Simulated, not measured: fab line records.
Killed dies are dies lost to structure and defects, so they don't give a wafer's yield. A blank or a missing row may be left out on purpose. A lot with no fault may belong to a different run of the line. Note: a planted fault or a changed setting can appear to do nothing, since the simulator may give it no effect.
Matching of chambers :: flow gf180mcu :: GF_POLY_GATE_ETCH_13 on rie si-01: 4 sister chambers
The step etches poly-Si in HBr/Cl2, stops on SiO2, target depth 198.5 nm, time 71.04 s. 14 wafers are shown with their chamber, then 7 later ones without.

== WAFERS WITH THEIR CHAMBER ==
wafer: L369.2
chamber: 2
drypump motor current A (A): 5.6
oes product au (a.u.): 0.978
throttle valve pct (%): 33.684

wafer: L369.4
chamber: 1
drypump motor current A (A): 6.1
oes product au (a.u.): 0.994
throttle valve pct (%): 33.664

wafer: L369.6
chamber: 1
drypump motor current A (A): 6.0
oes product au (a.u.): 0.978
throttle valve pct (%): 33.688

wafer: L373.3
chamber: 0
drypump motor current A (A): 6.6
oes product au (a.u.): 0.987
throttle valve pct (%): 33.675

wafer: L373.4
chamber: 3
drypump motor current A (A): 5.1
oes product au (a.u.): 0.975
throttle valve pct (%): 33.687

wafer: L373.6
chamber: 1
drypump motor current A (A): 6.1
oes product au (a.u.): 0.984
throttle valve pct (%): 33.695

wafer: L374.3
chamber: 1
drypump motor current A (A): 6.1
oes product au (a.u.): 0.988
throttle valve pct (%): 33.681

wafer: L374.5
chamber: 0
drypump motor current A (A): 6.6
oes product au (a.u.): 0.973
throttle valve pct (%): 33.691

wafer: L374.6
chamber: 3
drypump motor current A (A): 5.0
oes product au (a.u.): 0.980
throttle valve pct (%): 33.698

wafer: L375.3
chamber: 1
drypump motor current A (A): 6.0
oes product au (a.u.): 0.998
throttle valve pct (%): 33.687

wafer: L375.4
chamber: 3
drypump motor current A (A): 5.0
oes product au (a.u.): 0.984
throttle valve pct (%): 33.688

wafer: L375.6
chamber: 2
drypump motor current A (A): 5.7
oes product au (a.u.): 0.985
throttle valve pct (%): 33.706

wafer: L376.2
chamber: 2
drypump motor current A (A): 5.7
oes product au (a.u.): 0.988
throttle valve pct (%): 33.691

wafer: L376.5
chamber: 3
drypump motor current A (A): 5.1
oes product au (a.u.): 0.991
throttle valve pct (%): 33.668

SIGNATURES, as means of the wafers listed above
reading: drypump motor current A
chamber 0: 6.600
chamber 1: 6.060
chamber 2: 5.667
chamber 3: 5.050
scatter within a chamber: 0.0535

reading: oes product au
chamber 0: 0.98000
chamber 1: 0.98840
chamber 2: 0.98367
chamber 3: 0.98250
scatter within a chamber: 0.00734

reading: throttle valve pct
chamber 0: 33.68300
chamber 1: 33.68300
chamber 2: 33.69367
chamber 3: 33.68525
scatter within a chamber: 0.0118
Rule: distance of a wafer from a chamber = root of the sum over the readings of ((wafer's reading minus chamber's mean) / reading's scatter) squared. If the next closest chamber is less than 2 further off than the closest, the wafer can't be placed; otherwise it belongs to the closest. The scatter is the square root of a quotient: the sum, over the shown wafers, of each reading's squared deviation from its chamber's mean, divided by wafers minus chambers.

== WAFERS WITHOUT THEIR CHAMBER ==
wafer: L376.6
drypump motor current A (A): 5.6
oes product au (a.u.): 0.994
throttle valve pct (%): 33.686

wafer: L378.2
drypump motor current A (A): 6.6
oes product au (a.u.): 0.979
throttle valve pct (%): 33.692

wafer: L378.3
drypump motor current A (A): 5.1
oes product au (a.u.): 0.984
throttle valve pct (%): 33.693

wafer: L378.4
drypump motor current A (A): 6.0
oes product au (a.u.): 0.971
throttle valve pct (%): 33.679

wafer: L384.1
drypump motor current A (A): 5.1
oes product au (a.u.): 0.966
throttle valve pct (%): 33.687

wafer: L384.5
drypump motor current A (A): 5.1
oes product au (a.u.): 0.969
throttle valve pct (%): 33.683

wafer: L384.6
drypump motor current A (A): 5.6
oes product au (a.u.): 0.976
throttle valve pct (%): 33.688

== THE CHAMBER EACH PASSED THROUGH ==
wafer: L376.6
from the rows above: 2
in truth: 2

wafer: L378.2
from the rows above: 0
in truth: 0

wafer: L378.3
from the rows above: 3
in truth: 3

wafer: L378.4
from the rows above: 1
in truth: 1

wafer: L384.1
from the rows above: 3
in truth: 3

wafer: L384.5
from the rows above: 3
in truth: 3

wafer: L384.6
from the rows above: 2
in truth: 2
7 of 7 placed correctly. Number that these rows cannot place: 0. Placed wrongly: 0.
